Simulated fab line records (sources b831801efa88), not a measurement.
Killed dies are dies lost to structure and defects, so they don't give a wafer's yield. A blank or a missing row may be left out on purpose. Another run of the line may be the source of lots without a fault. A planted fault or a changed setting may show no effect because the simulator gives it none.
Tool commonality check + flow gf180mcu + Lots sampled 13, wafers sampled 39

REASON FOR OPENING
Of 13 lots, 3 have the reading NWELL_OVL flagged at GF_NWELL_OVL_MEAS_07. No-fault wafers: -0.3 nm, standard deviation 1.5.
Rule: flag the lot when none of its wafers has a number, or when each of its wafers that has one lies beyond 4 standard deviations from that mean. All remaining lots are regarded as sound.

| lot  | measured    | on         | NWELL_OVL (nm), wafer by wafer | flag    |
|------|-------------|------------|--------------------------------|---------|
| L149 | day 3 07:22 | overlay-01 | -2.3 -1.6 -3.6                 |         |
| L151 | day 3 18:42 | overlay-02 | 0.5 -1.8 -1.2                  |         |
| L152 | day 4 00:40 | overlay-01 | -0.9 0.3 -0.8                  |         |
| L153 | day 4 05:42 | overlay-02 | 0.1 -2.6 -1.4                  |         |
| L156 | day 5 02:09 | overlay-01 | 1.9 0.0 -0.1                   |         |
| L159 | day 5 11:16 | overlay-02 | 37.0 35.4 38.4                 | FLAGGED |
| L160 | day 5 14:28 | overlay-02 | 37.8 38.8 36.2                 | FLAGGED |
| L161 | day 5 20:55 | overlay-01 | 38.1 38.4 36.0                 | FLAGGED |
| L164 | day 6 23:31 | overlay-02 | -0.1 0.5 1.6                   |         |
| L166 | day 7 02:01 | overlay-01 | 0.1 0.6 0.6                    |         |
| L168 | day 7 12:16 | overlay-01 | 1.7 1.4 0.4                    |         |
| L171 | day 8 14:10 | overlay-02 | 0.1 0.9 1.0                    |         |
| L172 | day 8 14:19 | overlay-01 | 0.4 0.0 2.2                    |         |
Average over the flagged lots: 37.3 nm; offset from the usual +37.6 nm, equal to +25 standard deviations.

LOT BY LOT: THE TOOL USED
The record holds 1 process step before the reading, out of a route of 602 steps. Read each cell as the tool, then ch plus the chambers that the sampled wafers visited, then the start.
| lot  | flag    | GF_NWELL_EXPOSE_04                 |
|------|---------|------------------------------------|
| L149 |         | iline_stepper-01 ch 0, day 3 00:35 |
| L151 |         | iline_stepper-01 ch 0, day 3 12:36 |
| L152 |         | iline_stepper-01 ch 0, day 3 18:11 |
| L153 |         | iline_stepper-01 ch 0, day 3 23:06 |
| L156 |         | iline_stepper-01 ch 0, day 4 19:03 |
| L159 | FLAGGED | iline_stepper-01 ch 0, day 5 07:26 |
| L160 | FLAGGED | iline_stepper-01 ch 0, day 5 10:21 |
| L161 | FLAGGED | iline_stepper-01 ch 0, day 5 13:54 |
| L164 |         | iline_stepper-02 ch 0, day 6 16:55 |
| L166 |         | iline_stepper-02 ch 0, day 6 19:17 |
| L168 |         | iline_stepper-02 ch 0, day 7 05:22 |
| L171 |         | iline_stepper-02 ch 0, day 8 06:31 |
| L172 |         | iline_stepper-02 ch 0, day 8 06:36 |
What these steps do:
- GF_NWELL_EXPOSE_04: exposes mask Nwell, target cd 860 nm.
- GF_NWELL_OVL_MEAS_07

FLAGGED OVER TOTAL, TOOL BY TOOL (the gauges that took the reading come last)
| step                 | tool             | lots run | flagged | share of the flagged lots | sound lots run after its first flagged lot |
|----------------------|------------------|----------|---------|---------------------------|--------------------------------------------|
| GF_NWELL_EXPOSE_04   | iline_stepper-01 | 8        | 3       | all                       | 0                                          |
| GF_NWELL_EXPOSE_04   | iline_stepper-02 | 5        | 0       | none                      | -                                          |
| GF_NWELL_OVL_MEAS_07 | overlay-01       | 7        | 1       | some                      | 3 (L166,L168,L172)                         |
| GF_NWELL_OVL_MEAS_07 | overlay-02       | 6        | 2       | some                      | 2 (L164,L171)                              |

THE TABLE: WHAT IT ALLOWS
1 row of the table ran every flagged lot: iline_stepper-01 at GF_NWELL_EXPOSE_04.
- iline_stepper-01 at GF_NWELL_EXPOSE_04: 3 of its 8 lots flagged. Last sound lot L156 at day 4 19:03, first flagged lot L159 at day 5 07:26; a fault beginning in between fits.
What remains is a single tool, iline_stepper-01 at GF_NWELL_EXPOSE_04.

WHAT THE SIMULATOR HAD PUT IN
Scanner matching overlay: iline_stepper-01, from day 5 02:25 on, at GF_NWELL_EXPOSE_04. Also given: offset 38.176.
Lots struck among those shown: L159, L160, L161. Same finding as the rule above.
